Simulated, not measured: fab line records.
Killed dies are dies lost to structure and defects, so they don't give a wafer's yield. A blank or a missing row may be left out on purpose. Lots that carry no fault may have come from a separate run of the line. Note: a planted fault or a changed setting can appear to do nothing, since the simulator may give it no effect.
fab line records	flow sfq-line
record: lots: 6	wafers: 18	last-day: 94
route steps=325 shown M0@32 I0@43
lots that met no fault: taken from a fault-free run of the same line
start-h: hours from the record's opening day to when the first of the lot's shown wafers began	wait-h: hours since the lot's step before	" identical to the entry in the row above	L1.1+2: a single row standing in for several wafers	- no value present, or no start provided	* or withheld: withheld	< > ~ a bound
route shown NAME@n: NAME is a module with steps in the file, n the number in the route of the first one	usual: the fault-free wafers' mean and standard deviation	same: alike in all rows	chamber/n: place in a boat	sites: the reading at each site	_std_site: the values' standard deviation	_edge_site: the outer-site mean with the inner-site mean subtracted	radius-mm: how far each site lies from the wafer's centre	mask NAME#n: copy n	behind: the most recent tool/chamber to have shaped the wafer	hold: reason for holding the lot/hours on hold/outcome of the hold	device: whichever transistor did not switch (one of n, p or np)	end of line: tests run on the same wafers once the route is complete	for a step that has no rows: nothing shown but its recipe	killed: dies that structure and defects cost at the first sort, which is not the same as the wafer's yield	map: a wafer's dies, marking killed ones x, the rest . and places with no die _
set.NAME: the setting as run; set.NAME@STEP: as run at that earlier step	model.NAME: the simulator's own value behind a step, which no gauge read
lots at some steps of the route; a table a step, a row a wafer
services: a tool's chamber out of use, with start hour (start-h, from the record's first day; less than 0 if before it), hours out, and reason
== steps ==
step: SFQ_TRILAYER_M0_LITHO_COAT_026
recipe: resist: BARC	spin-rpm: 3000	resist-thk-nm: 62
step: SFQ_TRILAYER_M0_LITHO_COAT_021
recipe: resist: KrF	spin-rpm: 3000	resist-thk-nm: 600
step: SFQ_TRILAYER_M0_LITHO_SOFTBAKE_025
recipe: temp-c: withheld	time-s: withheld	resist: KrF
step: SFQ_TRILAYER_M0_LITHO_EXPOSE_022
recipe: mask-id: M0	na: 0.6	source-shape: conventional	sigma-outer: 0.65	target-cd-nm: 500	dose-mj: 14.4
step: SFQ_TRILAYER_M0_LITHO_PEB_024
recipe: peb-temp-c: 115	peb-time-s: 60	resist: KrF
step: SFQ_TRILAYER_M0_LITHO_DEVELOP_023
recipe: time-s: 60	resist: KrF
step: SFQ_M0_OVL_MEAS_906
usual: M0_OVL: -3/5.3
lot.wafer	tool	chamber	start-h	wait-h	M0_OVL[nm]
L505.1	overlay-02	-	150.62	0.1	-9
L505.4	"	-	"	"	-11
L505.6	"	-	"	"	-8
L508.2	overlay-01	-	168.62	0.1	-6
L508.3	"	-	"	"	-2
L508.4	"	-	"	"	2
L515.1	overlay-02	-	227.52	0.1	-19
L515.3	"	-	"	"	-17
L515.5	"	-	"	"	-15
L518.2	overlay-02	-	258.72	0.1	4
L518.3	"	-	"	"	1
L518.4	"	-	"	"	1
L522.4	overlay-02	-	285.14	0.1	-3
L522.5	"	-	"	"	-5
L522.6	"	-	"	"	-8
L524.2	overlay-01	-	292.32	0.1	-1
L524.3	"	-	"	"	-15
L524.4	"	-	"	"	-3
step: SFQ_TRILAYER_M0_BARC_OPEN_METAL_ETCH_031
recipe: mask-material: PR	chemistry: O2	target-depth-nm: 125	target: BARC	icp-w: 600	bias-w: 80	pressure-mtorr: 10	time-s: 41.7
usual: drypump-motor-current-A: 5.6/0.61	oes-product-au: 0.684/0.0048
lot.wafer	tool	chamber	start-h	wait-h	drypump-motor-current-A	oes-product-au	rf-hours-counter-h
L505.1	rie-metal-02	0	150.65	0.0	4.6	0.686	73
L505.4	"	0	"	"	4.6	0.689	-
L505.6	"	1	"	"	5.2	0.680	-
L508.2	rie-metal-04	0	168.65	0.0	5.6	0.689	20
L508.3	"	1	"	"	6.6	0.675	-
L508.4	"	0	"	"	5.6	0.692	-
L515.1	rie-metal-04	0	227.55	0.0	5.6	0.683	28
L515.3	"	0	"	"	5.6	0.686	-
L515.5	"	1	"	"	6.5	0.686	-
L518.2	rie-metal-02	1	258.75	0.0	5.3	0.682	62
L518.3	"	0	"	"	4.6	0.683	-
L518.4	"	1	"	"	5.3	0.682	-
L522.4	rie-metal-04	1	285.17	0.0	6.6	0.687	-
L522.5	"	0	"	"	5.6	0.683	-
L522.6	"	1	"	"	6.6	0.682	-
L524.2	rie-metal-03	1	292.35	0.0	5.7	0.686	43
L524.3	"	1	"	"	5.7	0.679	-
L524.4	"	0	"	"	5.9	0.685	-
step: SFQ_TRILAYER_M0_ETCH_METAL_ETCH_024
recipe: target: Nb	stop-on: SiO2	mask-material: PR	chemistry: Cl2/Ar	target-depth-nm: 240	icp-w: 600	bias-w: 80	pressure-mtorr: 10	time-s: 120
usual: drypump-motor-current-A: 5.6/0.61	oes-product-au: 0.893/0.0075
lot.wafer	tool	chamber	start-h	wait-h	drypump-motor-current-A	oes-product-au	rf-hours-counter-h
L505.1	rie-metal-02	0	150.71	0.0	4.6	0.883	74
L505.4	"	0	"	"	4.6	0.883	-
L505.6	"	1	"	"	5.2	0.893	-
L508.2	rie-metal-04	0	168.71	0.0	5.6	0.897	21
L508.3	"	1	"	"	6.6	0.908	-
L508.4	"	0	"	"	5.6	0.900	-
L515.1	rie-metal-04	0	227.61	0.0	5.6	0.896	28
L515.3	"	0	"	"	5.6	0.893	-
L515.5	"	1	"	"	6.6	0.898	-
L518.2	rie-metal-02	1	258.81	0.0	5.3	0.888	62
L518.3	"	0	"	"	4.6	0.889	-
L518.4	"	1	"	"	5.3	0.895	-
L522.4	rie-metal-04	1	285.26	0.1	6.6	0.901	-
L522.5	"	0	"	"	5.6	0.896	-
L522.6	"	1	"	"	6.6	0.895	-
L524.2	rie-metal-03	1	292.41	0.0	5.7	0.895	43
L524.3	"	1	"	"	5.7	0.882	-
L524.4	"	0	"	"	5.9	0.894	-
step: SFQ_TRILAYER_M0_STRIP_STRIP_025
recipe: gas: O2	power-w: 200	platen-temp-c: 40	overash-fraction: 0.65	chemistry: O2	pressure-mtorr: 50
usual: drypump-motor-current-A: 5.6/0.61	oes-product-au: 0.996/0.0079
lot.wafer	tool	chamber	start-h	wait-h	drypump-motor-current-A	oes-product-au	rf-hours-counter-h
L505.1	rie-metal-02	0	150.84	0.1	4.6	1.008	74
L505.4	"	0	"	"	4.6	0.998	-
L505.6	"	1	"	"	5.2	0.983	-
L508.2	rie-metal-04	0	168.84	0.1	5.6	1.002	21
L508.3	"	1	"	"	6.6	0.997	-
L508.4	"	0	"	"	5.6	1.005	-
L515.1	rie-metal-04	0	227.74	0.1	5.6	0.995	28
L515.3	"	0	"	"	5.6	0.997	-
L515.5	"	1	"	"	6.6	1.008	-
L518.2	rie-metal-02	1	258.94	0.1	5.2	1.004	62
L518.3	"	0	"	"	4.6	0.996	-
L518.4	"	1	"	"	5.3	0.999	-
L522.4	rie-metal-04	1	285.54	0.2	6.6	0.990	-
L522.5	"	0	"	"	5.6	1.011	-
L522.6	"	1	"	"	6.6	0.995	-
L524.2	rie-metal-03	1	292.54	0.1	5.7	0.992	44
L524.3	"	1	"	"	5.7	0.998	-
L524.4	"	0	"	"	5.9	0.987	-
step: SFQ_TRILAYER_M0_STRIP_SOLV_CLEAN_026
recipe: chemistry: NMP	temp-c: 70	time-s: 600
step: SFQ_TRILAYER_I0_DEP_PECVD_027
recipe: material: SiO2	temp-c: 150	time-s: 111.11	pressure-torr: 2.4	rf-w: 183.3	precursor: SiH4/N2O	target-thk-nm: 500
usual: heater-power-w: 85/18	run-length-s: 139.0/0.46	throttle-valve-pct: 25.2/1
lot.wafer	tool	chamber	start-h	wait-h	heater-power-w	run-length-s	throttle-valve-pct	model.SiO2_of_TRILAYER_I0_DEP_PECVD_027.thk-nm
L505.1	pecvd-02	1	151.61	0.0	89	139.4	26.6	485.8
L505.4	"	0	"	"	82	138.6	26.6	509.8
L505.6	"	0	"	"	88	138.6	26.8	506.3
L508.2	pecvd-02	2	169.61	0.0	53	139.3	25.5	499.1
L508.3	"	0	"	"	74	138.9	26.9	501.5
L508.4	"	0	"	"	79	138.6	27.1	509.8
L515.1	pecvd-02	2	228.51	0.0	57	169.9	23.2	623.6
L515.3	"	0	"	"	69	169.3	22.8	627.1
L515.5	"	0	"	"	72	169.5	22.7	648.4
L518.2	pecvd-02	1	259.71	0.0	76	170.0	23.4	635.2
L518.3	"	0	"	"	77	169.9	23.1	634.7
L518.4	"	2	"	"	55	169.7	23.7	645.4
L522.4	pecvd-03	2	286.15	0.0	94	138.0	25.5	503.2
L522.5	"	0	"	"	126	140.2	25.0	506.9
L522.6	"	1	"	"	93	138.5	26.0	504.9
L524.2	pecvd-01	0	293.31	0.0	84	139.2	25.0	494.8
L524.3	"	2	"	"	64	138.6	24.9	494
L524.4	"	1	"	"	65	139.0	24.7	495.9
step: SFQ_TRILAYER_I0_CMP_CMP_028
recipe: material: SiO2	down-force-psi: 3	platen-rpm: 60	pad-velocity-m-s: 0.94248
usual: motor-current-A: 10.2/0.9	time-to-endpoint-s: 212/8.8
lot.wafer	tool	chamber	start-h	wait-h	motor-current-A	time-to-endpoint-s
L505.1	cmp-01	3	152.23	0.6	9.5	196
L505.4	"	1	153.23	1.5	12.1	219
L505.6	"	2	"	"	10.3	230
L508.3	cmp-02	3	174.24	4.6	10.8	216
L508.4	"	1	175.24	5.5	10.2	220
L508.2	"	2	"	"	9.3	227
L515.1	cmp-02	1	233.72	5.2	11.0	285
L515.3	"	3	234.72	6.2	10.4	303
L515.5	"	1	235.72	7.1	11.0	315
L518.3	cmp-02	3	259.79	0.0	10.4	304
L518.4	"	0	"	"	10.1	329
L518.2	"	1	"	"	10.4	301
L522.4	cmp-01	2	288.18	2.0	10.0	229
L522.6	"	2	290.18	4.0	10.1	230
L522.5	"	3	"	"	9.7	222
L524.4	cmp-02	1	302.40	9.0	10.5	208
L524.3	"	2	"	"	9.1	214
L524.2	"	3	"	"	10.7	208
step: SFQ_I0_BOW_MEAS_907
recipe: mode: bow
usual: I0_BOW: 0/6.9
lot.wafer	tool	chamber	start-h	wait-h	I0_BOW[um]
L505.1	film-metro-04	-	154.73	2.0	8
L505.4	"	-	"	"	-5
L505.6	"	-	"	"	6
L508.2	film-metro-01	-	177.26	1.0	8
L508.3	"	-	"	"	-9
L508.4	"	-	"	"	-5
L515.1	film-metro-01	-	236.72	2.5	4
L515.3	"	-	"	"	7
L515.5	"	-	"	"	4
L518.2	film-metro-04	-	262.81	1.5	5
L518.3	"	-	"	"	3
L518.4	"	-	"	"	2
L522.4	film-metro-02	-	291.24	2.6	17
L522.5	"	-	"	"	10
L522.6	"	-	"	"	16
L524.2	film-metro-04	-	305.42	1.5	7
L524.3	"	-	"	"	5
L524.4	"	-	"	"	1
== services ==
tool	chamber	start-h	hours	kind
pecvd-03	-	130.81	6.0	pm
pecvd-02	2	147.35	13.6	repair
pecvd-02	-	159.02	2.8	pm
cmp-01	-	166.73	4.6	pm
pecvd-03	-	173.47	2.8	pm
pecvd-02	-	194.25	14.0	pm
pecvd-02	0	194.25	14.0	vent-cycle
pecvd-02	1	194.25	14.0	vent-cycle
pecvd-02	2	194.25	14.0	vent-cycle
rie-metal-04	0	204.06	15.5	repair
pecvd-02	0	208.25	-	clean
pecvd-02	1	208.25	-	clean
pecvd-02	2	208.25	-	clean
cmp-01	-	228.41	2.3	repair
pecvd-03	0	235.97	5.7	repair
cmp-02	-	236.72	4.0	pm
cmp-02	-	240.72	-	consumable-replace:conditioner
cmp-02	-	240.72	-	consumable-replace:pad
cmp-01	-	247.02	1.6	repair
rie-metal-03	0	247.44	-	clean
rie-metal-03	0	247.44	16.0	scheduled-down
rie-metal-03	0	247.44	16.0	vent-cycle
cmp-02	-	256.53	1.5	repair
rie-metal-03	0	265.87	2.5	repair
== key ==
first-sign: step: SFQ_TRILAYER_I0_DEP_PECVD_027	reading: run-length-s	direction: up	sigmas: 67	usual: *	struck: *
effect: step: SFQ_TRILAYER_I0_CMP_CMP_028	reading: time-to-endpoint-s	direction: up	sigmas: 11	usual: *	struck: *
model-effect: step: SFQ_TRILAYER_I0_DEP_PECVD_027	value: SiO2_of_TRILAYER_I0_DEP_PECVD_027.thk-nm	without: 497.8	struck: 635.7
met-at SFQ_TRILAYER_I0_DEP_PECVD_027
struck-wafers L515.1,L515.3,L515.5,L518.2,L518.3,L518.4
onset-between 169.61 228.51
fault: kind: process-parameter-drift	tool: pecvd-02	chamber: -	onset-h: 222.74	steps: SFQ_TRILAYER_I0_DEP_PECVD_027	channel: time-s	offset: *	shape: step	end-h: 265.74	acts-in: *	stated: *
